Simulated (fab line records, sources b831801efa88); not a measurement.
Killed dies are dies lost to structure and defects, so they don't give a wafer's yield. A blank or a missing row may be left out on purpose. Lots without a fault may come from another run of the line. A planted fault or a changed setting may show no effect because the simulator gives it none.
Which tool did it? | flow sfq_line | 15 lots, 45 wafers sampled, at 2 steps of a route of 325

WHAT THE GAUGES READ, wafer by wafer
SFQ_M4_RS_MEAS_924: measures by four-point-probe. Usual: M4_NB_RS 0.890 ohm/sq, standard deviation 0.011.
lot  | measured     | on            | M4_NB_RS (ohm/sq) | flag
L884 | day 43 15:30 | film_metro-02 | 0.446 0.448 0.441 | OFF
L885 | day 44 05:33 | film_metro-02 | 0.439 0.447 0.445 | OFF
L886 | day 44 09:09 | film_metro-02 | 0.440 0.443 0.442 | OFF
L889 | day 45 05:19 | film_metro-01 | 0.886 0.895 0.891 |
L895 | day 48 16:05 | film_metro-03 | 0.909 0.903 0.899 |
L896 | day 48 20:56 | film_metro-02 | 0.873 0.877 0.868 |
L897 | day 48 22:06 | film_metro-01 | 0.881 0.902 0.888 |
L899 | day 49 08:50 | film_metro-02 | 0.900 0.894 0.901 |
L900 | day 49 12:26 | film_metro-03 | 0.896 0.884 0.878 |
L901 | day 49 14:50 | film_metro-01 | 0.897 0.905 0.898 |
L902 | day 49 19:39 | film_metro-01 | 0.888 0.882 0.892 |
L903 | day 49 23:14 | film_metro-02 | 0.885 0.874 0.869 |
L904 | day 50 05:13 | film_metro-01 | 0.897 0.890 0.881 |
L905 | day 50 11:14 | film_metro-01 | 0.907 0.912 0.914 |
L906 | day 51 22:52 | film_metro-01 | 0.877 0.888 0.872 |

WHICH TOOL RAN EACH LOT (tool, then ch and the chambers of the sampled wafers, then the start)
lot  | SFQ_TRILAYER_M4_DEP_SPUTTER_091
L884 | pvd_sputter-04, day 43 15:09
L885 | pvd_sputter-05, day 44 05:12
L886 | pvd_sputter-05, day 44 08:48
L889 | pvd_sputter-06, day 45 05:12
L895 | pvd_sputter-05, day 48 15:59
L896 | pvd_sputter-06, day 48 20:48
L897 | pvd_sputter-05, day 48 21:59
L899 | pvd_sputter-05, day 49 08:43
L900 | pvd_sputter-04, day 49 12:19
L901 | pvd_sputter-05, day 49 14:43
L902 | pvd_sputter-04, day 49 19:31
L903 | pvd_sputter-06, day 49 23:07
L904 | pvd_sputter-04, day 50 05:07
L905 | pvd_sputter-05, day 50 11:07
L906 | pvd_sputter-06, day 51 22:46
- SFQ_TRILAYER_M4_DEP_SPUTTER_091: material Nb, target thk 200 nm, time 133.3 s.

WHAT THE TOOLS THEMSELVES READ (means of the sampled wafers that have a number; where no wafer has one, the mark that the record gives instead)
SFQ_TRILAYER_M4_DEP_SPUTTER_091. Usual: substrate_temp_c 20.01 C, standard deviation 0.11; throttle_valve_pct 30.3 %, standard deviation 1.
lot  | tool           | substrate_temp_c (C) | throttle_valve_pct (%) | flag
L884 | pvd_sputter-04 | 20.04                | 30.5                   |
L885 | pvd_sputter-05 | 19.98                | 30.9                   |
L886 | pvd_sputter-05 | 20.01                | 30.1                   |
L889 | pvd_sputter-06 | 20.01                | 30.8                   |
L895 | pvd_sputter-05 | 19.98                | 30.2                   |
L896 | pvd_sputter-06 | 19.98                | 29.5                   |
L897 | pvd_sputter-05 | 20.02                | 30.9                   |
L899 | pvd_sputter-05 | 19.98                | 30.5                   |
L900 | pvd_sputter-04 | 20.07                | 30.1                   |
L901 | pvd_sputter-05 | 20.05                | 30.5                   |
L902 | pvd_sputter-04 | 19.96                | 30.3                   |
L903 | pvd_sputter-06 | 20.08                | 29.4                   |
L904 | pvd_sputter-04 | 19.90                | 30.6                   |
L905 | pvd_sputter-05 | 20.03                | 29.7                   |
L906 | pvd_sputter-06 | 19.97                | 30.2                   |

THE ANSWER, worked out from the rows above alone
Rule: a lot is off if the mean of its wafers that have a number lies more than 3 standard deviations from the usual mean. A lot without any number at a reading at which 4 lots or more have one is off too. The other lots that the step has rows for count as sound. The gauges are gone through in route order, then the tools' own readings, and for those a lot's mean is taken as printed above. The first step at which some lot is off is used, and at that step the reading that is off furthest; a lot without a number counts as furthest.
Off: L884, L885, L886, at SFQ_M4_RS_MEAS_924 (M4_NB_RS).
A tool fits if, at a process step before that reading, it ran every lot that is off, and no sound lot after the first of them. The gauges at SFQ_M4_RS_MEAS_924 are tried like those tools. None of those tried fits.

WHAT THE SIMULATOR HAD PUT IN
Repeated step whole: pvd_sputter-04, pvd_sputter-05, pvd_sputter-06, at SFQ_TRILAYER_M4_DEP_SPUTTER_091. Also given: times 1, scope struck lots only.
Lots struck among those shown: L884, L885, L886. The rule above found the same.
